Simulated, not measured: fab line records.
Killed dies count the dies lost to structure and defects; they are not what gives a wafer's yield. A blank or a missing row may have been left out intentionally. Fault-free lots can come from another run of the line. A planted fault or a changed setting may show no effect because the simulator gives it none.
What tool caused it? / flow gf180mcu / 42 wafers from 14 lots sampled at 2 of the route's 602 steps

## WHAT EACH GAUGE READ, for each wafer
GF_M2_OVL_MEAS_15.
lot=L512; measured=day 19 04:01; on=overlay-02; M2_OVL (nm)=0 -8 0
lot=L514; measured=day 19 20:09; on=overlay-02; M2_OVL (nm)=0 -6 -8
lot=L515; measured=day 20 08:43; on=overlay-02; M2_OVL (nm)=-2 -10 -13
lot=L517; measured=day 21 05:37; on=overlay-02; M2_OVL (nm)=-1 0 -3
lot=L518; measured=day 21 14:52; on=overlay-01; M2_OVL (nm)=0 1 2
lot=L519; measured=day 21 19:49; on=overlay-02; M2_OVL (nm)=-8 -11 -6
lot=L521; measured=day 22 14:49; on=overlay-02; M2_OVL (nm)=-4 -3 -11
lot=L522; measured=day 23 00:46; on=overlay-01; M2_OVL (nm)=-1 -8 -2
lot=L525; measured=day 24 02:57; on=overlay-02; M2_OVL (nm)=-3 -2 3
lot=L528; measured=day 25 02:49; on=overlay-01; M2_OVL (nm)=-5 -4 -8
lot=L532; measured=day 26 01:43; on=overlay-02; M2_OVL (nm)=7 -1 5
lot=L533; measured=day 26 10:31; on=overlay-01; M2_OVL (nm)=3 4 6
lot=L534; measured=day 26 17:07; on=overlay-02; M2_OVL (nm)=8 -4 -1
lot=L535; measured=day 27 06:22; on=overlay-01; M2_OVL (nm)=-16 -13 -15

## TOOL THAT RAN EACH LOT (tool first, then ch and the chambers of the sampled wafers, then the start)
lot=L512; GF_M2_SPUTTER_01=pvd_sputter-04, day 18 04:00
lot=L514; GF_M2_SPUTTER_01=pvd_sputter-04, day 18 18:46
lot=L515; GF_M2_SPUTTER_01=pvd_sputter-04, day 19 07:40
lot=L517; GF_M2_SPUTTER_01=pvd_sputter-04, day 20 05:13
lot=L518; GF_M2_SPUTTER_01=pvd_sputter-04, day 20 15:00
lot=L519; GF_M2_SPUTTER_01=pvd_sputter-02, day 20 19:33
lot=L521; GF_M2_SPUTTER_01=pvd_sputter-02, day 21 14:45
lot=L522; GF_M2_SPUTTER_01=pvd_sputter-01, day 22 01:16
lot=L525; GF_M2_SPUTTER_01=pvd_sputter-02, day 23 04:38
lot=L528; GF_M2_SPUTTER_01=pvd_sputter-04, day 24 04:39
lot=L532; GF_M2_SPUTTER_01=pvd_sputter-04, day 25 04:59
lot=L533; GF_M2_SPUTTER_01=pvd_sputter-01, day 25 13:28
lot=L534; GF_M2_SPUTTER_01=pvd_sputter-02, day 25 20:39
lot=L535; GF_M2_SPUTTER_01=pvd_sputter-04, day 26 09:32
- GF_M2_SPUTTER_01: material TiN, target thk 30 nm, time 25 s.

## AS READ BY THE TOOLS THEMSELVES (means over the sampled wafers that have a number; for cases with no such wafer, the mark the record gives instead)
GF_M2_SPUTTER_01.
lot=L512; tool=pvd_sputter-04; cathode_dc_power_W (W)=6499.8; throttle_valve_pct (%)=30.5
lot=L514; tool=pvd_sputter-04; cathode_dc_power_W (W)=6500.7; throttle_valve_pct (%)=30.4
lot=L515; tool=pvd_sputter-04; cathode_dc_power_W (W)=6499.0; throttle_valve_pct (%)=30.8
lot=L517; tool=pvd_sputter-04; cathode_dc_power_W (W)=6499.5; throttle_valve_pct (%)=30.6
lot=L518; tool=pvd_sputter-04; cathode_dc_power_W (W)=6500.4; throttle_valve_pct (%)=30.6
lot=L519; tool=pvd_sputter-02; cathode_dc_power_W (W)=6500.0; throttle_valve_pct (%)=28.5
lot=L521; tool=pvd_sputter-02; cathode_dc_power_W (W)=6500.8; throttle_valve_pct (%)=29.5
lot=L522; tool=pvd_sputter-01; cathode_dc_power_W (W)=6499.7; throttle_valve_pct (%)=29.3
lot=L525; tool=pvd_sputter-02; cathode_dc_power_W (W)=6499.2; throttle_valve_pct (%)=29.8
lot=L528; tool=pvd_sputter-04; cathode_dc_power_W (W)=6501.1; throttle_valve_pct (%)=30.5
lot=L532; tool=pvd_sputter-04; cathode_dc_power_W (W)=6499.5; throttle_valve_pct (%)=30.4
lot=L533; tool=pvd_sputter-01; cathode_dc_power_W (W)=6500.8; throttle_valve_pct (%)=29.0
lot=L534; tool=pvd_sputter-02; cathode_dc_power_W (W)=6500.4; throttle_valve_pct (%)=29.2
lot=L535; tool=pvd_sputter-04; cathode_dc_power_W (W)=6500.2; throttle_valve_pct (%)=31.0

## THE ANSWER, worked out from the rows above alone
Rule: usual is defined by the lots themselves. The widest of any qualifying gaps counts: lots, ordered by their means at a reading, are off when they make up no more than a third of the lots, leave a main group of 4 or more, and stand apart from it by 3 or more times the standard deviation of that group's means. If all means in a main group match to the digits the tables above print for the reading, that group is not used. Also off: a lot with no number at a reading for which 4 or more lots have one. Any other lot the step has rows for is counted as sound. First the gauges in route order, then the tools' own readings, where a lot's mean is used as printed above. The first step at which some lot is off is used, and at that step the reading that is off furthest; a lot without a number counts as furthest.
None of the lots is off at any reading shown; this tells nothing.

## WHAT THE SIMULATOR HAD PUT IN
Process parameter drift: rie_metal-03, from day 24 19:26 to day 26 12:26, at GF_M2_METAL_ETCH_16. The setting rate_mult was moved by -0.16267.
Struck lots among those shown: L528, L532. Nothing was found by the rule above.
